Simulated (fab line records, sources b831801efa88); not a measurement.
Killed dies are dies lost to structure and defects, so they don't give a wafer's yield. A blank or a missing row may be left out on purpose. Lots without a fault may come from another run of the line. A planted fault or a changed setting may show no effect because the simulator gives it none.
Split-lot experiment | flow gf180mcu | 5 lots, 23 wafers read, on a route of 602 steps

THE SPLIT
At GF_SAB_DEVELOP_08 (develop time 60 s), the setting develop_time_s was moved away from the recipe's 60 s on 7 of the 23 wafers read, by -14.9% to +13.3%. The other wafers ran this setting at the recipe's value.

The file shows no step between the split and the reading.

THE READING
cd_nm, in nm, at GF_SAB_CD_MEAS_09 (target cd 420 nm). Fault-free wafers of this fab line usually give 419.3 nm, standard deviation 1.9 nm.

wafer  | tool, chamber at the split | develop_time_s as run, s | against the recipe | cd_nm, nm | against lot-mates on the recipe
L076.2 | litho_track-01, 0          | 60                       | recipe             | 419.4     | -
L076.3 | litho_track-01, 0          | 60                       | recipe             | 419.6     | -
L076.4 | litho_track-01, 0          | 60                       | recipe             | 420.9     | -
L077.1 | litho_track-03, 0          | 60                       | recipe             | 419.7     | -
L077.2 | litho_track-03, 0          | 66.16                    | +10.3%             | 410.4     | -8.1
L077.3 | litho_track-03, 0          | 60                       | recipe             | 417.8     | -
L077.4 | litho_track-03, 0          | 66.16                    | +10.3%             | 408.8     | -9.7
L077.5 | litho_track-03, 0          | 60                       | recipe             | 417.9     | -
L080.1 | litho_track-03, 0          | 60                       | recipe             | 420.7     | -
L080.2 | litho_track-03, 0          | 60                       | recipe             | 420.7     | -
L080.3 | litho_track-03, 0          | 60                       | recipe             | 419.5     | -
L080.4 | litho_track-03, 0          | 60                       | recipe             | 420.6     | -
L080.6 | litho_track-03, 0          | 60                       | recipe             | 422.2     | -
L082.1 | litho_track-02, 0          | 60                       | recipe             | 420.8     | -
L082.2 | litho_track-02, 0          | 51.05                    | -14.9%             | 437.8     | +16.8
L082.3 | litho_track-02, 0          | 60                       | recipe             | 421.1     | -
L082.4 | litho_track-02, 0          | 51.05                    | -14.9%             | 436.8     | +15.8
L082.6 | litho_track-02, 0          | 51.05                    | -14.9%             | 436.7     | +15.7
L083.2 | litho_track-02, 0          | 67.95                    | +13.3%             | 410.1     | -11.1
L083.3 | litho_track-02, 0          | 60                       | recipe             | 420.2     | -
L083.4 | litho_track-02, 0          | 67.95                    | +13.3%             | 410.1     | -11.1
L083.5 | litho_track-02, 0          | 60                       | recipe             | 422.3     | -
L083.6 | litho_track-02, 0          | 60                       | recipe             | 421.0     | -

THE FIT
A straight line over all 23 wafers: cd_nm changes by -1.01 nm for each +1% of develop_time_s; r = -0.98; the points scatter about the line by 1.6 nm.
The same after taking each lot's own level away (the mean of its wafers on the recipe; 23 wafers): -0.975 nm for each +1%; r = -0.99; scatter 1.1 nm.
On that fit, the largest move of develop_time_s shifts the reading by 15 nm.
The lots' own levels span 418.47 to 421.17 nm, that is 1.4 times the standard deviation above.
So the lot-to-lot level changes the slope little: the two slopes agree.
Check: with one of the wafers moved furthest among these (-14.9%) left out of the fit, the line predicts +14.5 nm for it against its lot-mates. It came out at +16.8 nm against them.

OTHER SPLITS ON THESE WAFERS
These wafers also went through other splits before the reading. Each is held against what the fit with the lots' levels taken away leaves over:
other split on the same wafers      | wafers away from the commonest value | r with cd_nm (lot level and that fit taken away)
GF_HV_LDD_DEVELOP_30 develop_time_s | 10                                   | -0.02
GF_HV_LDD_COAT_41 spin_rpm          | 7                                    | -0.01
GF_HV_LDD_CVD_56 temp_c             | 15                                   | +0.17
GF_NSD_IMPLANT_10 dose_cm2          | 8                                    | +0.06
GF_PSD_EXPOSE_04 dose_mj            | 8                                    | +0.27
GF_PSD_DEVELOP_06 dev_temp_c        | 11                                   | +0.22

THE WHOLE CHAIN: every reading that the file lists as answering this split, in the file's order
step              | what it does                                              | reading                                                    | change (the file's fit)               | r (the file's)
GF_SAB_CD_MEAS_09 | target cd 420 nm                                          | cd_nm                                                      | -0.952 nm for each +1% of the setting | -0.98
GF_SAB_ETCH_11    | etches SiO2 in C4F8/O2/Ar, target depth 55 nm, time 8.5 s | SAB.cd_nm (the simulator's own value, which no gauge read) | -0.959 nm for each +1% of the setting | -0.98

THE FILE'S OWN FIT
cd_nm changes by -0.952 nm for each +1% of develop_time_s, r = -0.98.
